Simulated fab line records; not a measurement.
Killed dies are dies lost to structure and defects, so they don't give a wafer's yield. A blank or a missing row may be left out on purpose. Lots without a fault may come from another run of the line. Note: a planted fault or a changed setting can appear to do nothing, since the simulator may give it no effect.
A lot that was struck, set against a sound lot ; flow sky130 ; 26 out of 708 route steps
Sound: these wafers, L383.2, L383.3, L383.6. Struck: wafer L371.3; the same lot's L371.6 was not struck, so it is left out; see the end for the cause.
For every step that has rows: the tool of each side, followed by ch and its chambers, followed by its first start. Under that, the readings that differ: sound wafers ; struck wafers ; difference of the means ; sigmas: that difference in standard deviations of wafers without a fault.
alike: readings with means less than 2 such deviations apart, plus words and numbers identical on both sides. not compared: withheld readings, readings lacking a value on some wafer, bounds such as >300 that could conceal the same value, and numbers that have no deviation in the record and whose values overlap.
Wherever a step has rows on one side only, a row that says differs or no value, or a row with sigmas, the two part there. Non-overlapping numbers with no deviation appear without sigmas and do not part them. Lack of a reading on every wafer of one side parts them only where that side has two or more wafers.

first, 9 steps without rows for these wafers: SKY_LI_CONTACT_ETCH_14 (etches BARC in N2/H2, stops on SiO2, time 45.9 s, target depth 60 nm); SKY_LI_CONTACT_ETCH_15 (etches PSG in C4F8/O2/Ar, stops on Si, target depth 600 nm); SKY_LI_CONTACT_STRIP_16 (strips in O2/N2); SKY_LI_CONTACT_CLEAN_17 (cleans in NMP, time 600 s); SKY_LI_CONTACT_PRE_CLEAN_18 (time 5.6 s); SKY_LI_CONTACT_SPUTTER_19 (material Ti, target thk 20 nm, time 106.37 s); SKY_LI_CONTACT_SPUTTER_20 (material TiN, target thk 20 nm, time 80 s); SKY_LI_CONTACT_CVD_21 (deposits W, target thk 400 nm, time 120.56 s); SKY_LI_CONTACT_CMP_24 (polishes, stops on PSG, t overpolish 20 s, target thk 0 nm).
SKY_LOCAL_INTERCONNECT_SPUTTER_00: material TiN, target thk 100 nm, time 83.3 s.
  sound on pvdSputter-02, day 36 00:22; struck on pvdSputter-01, day 32 00:53
reading;sound;struck;difference;sigmas
model.TiN_of_LOCAL_INTERCONNECT_SPUTTER_00.thkNm (nm);99.37 99.35 101.1;85.97;-13.97;
  alike: throttleValvePct
SKY_LOCAL_INTERCONNECT_RS_MEAS_01: a four-point-probe measurement.
  sound on filmMetro-03, day 36 00:27; struck on filmMetro-04, day 32 00:59
reading;sound;struck;difference;sigmas
LOCAL_INTERCONNECT_TIN_RS (ohm/sq);14.19 14.20 13.94;16.61;+2.50;+15
SKY_LOCAL_INTERCONNECT_THK_MEAS_02: measures by xrf.
  sound on filmMetro-03, day 36 00:34; struck on filmMetro-04, day 32 01:05
reading;sound;struck;difference;sigmas
LOCAL_INTERCONNECT_TIN_THK (nm);99.5 99.5 101.3;85.4;-14.7;-11
then, 9 steps without rows for these wafers: SKY_LOCAL_INTERCONNECT_DEHYDRATE_03 (time 60 s); SKY_LOCAL_INTERCONNECT_HMDS_04 (prime time 60 s); SKY_LOCAL_INTERCONNECT_COAT_05 (resist thk 60 nm); SKY_LOCAL_INTERCONNECT_COAT_06 (resist thk 450 nm); SKY_LOCAL_INTERCONNECT_SOFTBAKE_07 (time 90 s); SKY_LOCAL_INTERCONNECT_EXPOSE_08 (exposes mask LI1M, target cd 170 nm); SKY_LOCAL_INTERCONNECT_PEB_09; SKY_LOCAL_INTERCONNECT_DEVELOP_10 (develop time 60 s); SKY_LOCAL_INTERCONNECT_ETCH_13 (etches BARC in N2/H2, stops on SiO2, time 45.9 s, target depth 60 nm).
SKY_LOCAL_INTERCONNECT_METAL_ETCH_14: etches TiN in Cl2/BCl3, stops on PSG, target depth 110 nm, time 31.4 s.
  sound on rieMetal-03 ch 0,1, day 37 03:01; struck on rieMetal-01 ch 1, day 33 04:29
reading;sound;struck;difference;sigmas
oesProductAu (a.u.);0.929 0.945 0.940;0.868;-0.070;-9
throttleValvePct (%);21.914 21.912 21.893;21.966;+0.060;+5
  alike: drypumpMotorCurrentA
  not compared: rfHoursCounterH
then, 1 step without rows for these wafers: SKY_LOCAL_INTERCONNECT_STRIP_15 (strips in O2/N2).
SKY_LOCAL_INTERCONNECT_STRIP_16: strips in post etch residue remover, time 1200 s.
  sound on wetBench-02 ch 2, day 37 03:10; struck on wetBench-01 ch 2, day 33 04:38
reading;sound;struck;difference;sigmas
model.TiN_of_LOCAL_INTERCONNECT_SPUTTER_00.thkNm (nm);98.96 98.93 100.7;85.55;-13.98;
then, 1 step without rows for these wafers: SKY_LOCAL_INTERCONNECT_CLEAN_17 (cleans in IPA, time 180 s).
-- here the record skips 15 days between the struck wafers' starts before and after, leaving off in module LOCAL_INTERCONNECT and picking up in module PAD_OPEN (first step shown: number 708 of the route) --
SKY_PAD_OPEN_PROBE_99:
  sound on prober-02, day 50 14:15; struck on prober-02, day 47 22:40
reading;sound;struck;difference;sigmas
model.etest.resLi.lineOhmUm;77.08 76.48 74.59;86.34;+10.29;
model.etest.resLi.rsOhmSq;12.92 12.93 12.73;14.98;+2.12;
model.etest.mconChain.rcOhm;16.79 17.16 16.09;17.35;+0.67;
  alike: killed_at_M0_to_M3, killed_at_M4_up, killedAtContacts, killedAtFrontEnd, killedAtOther, killedDies, killedOpen, killedShort

## WHERE THEY PART
Last at SKY_LOCAL_INTERCONNECT_METAL_ETCH_14 as far as this record goes, first at SKY_LOCAL_INTERCONNECT_RS_MEAS_01. Later steps at which nothing parts them and some readings are alike: SKY_PAD_OPEN_PROBE_99.

WHY: what had been put in by the simulator
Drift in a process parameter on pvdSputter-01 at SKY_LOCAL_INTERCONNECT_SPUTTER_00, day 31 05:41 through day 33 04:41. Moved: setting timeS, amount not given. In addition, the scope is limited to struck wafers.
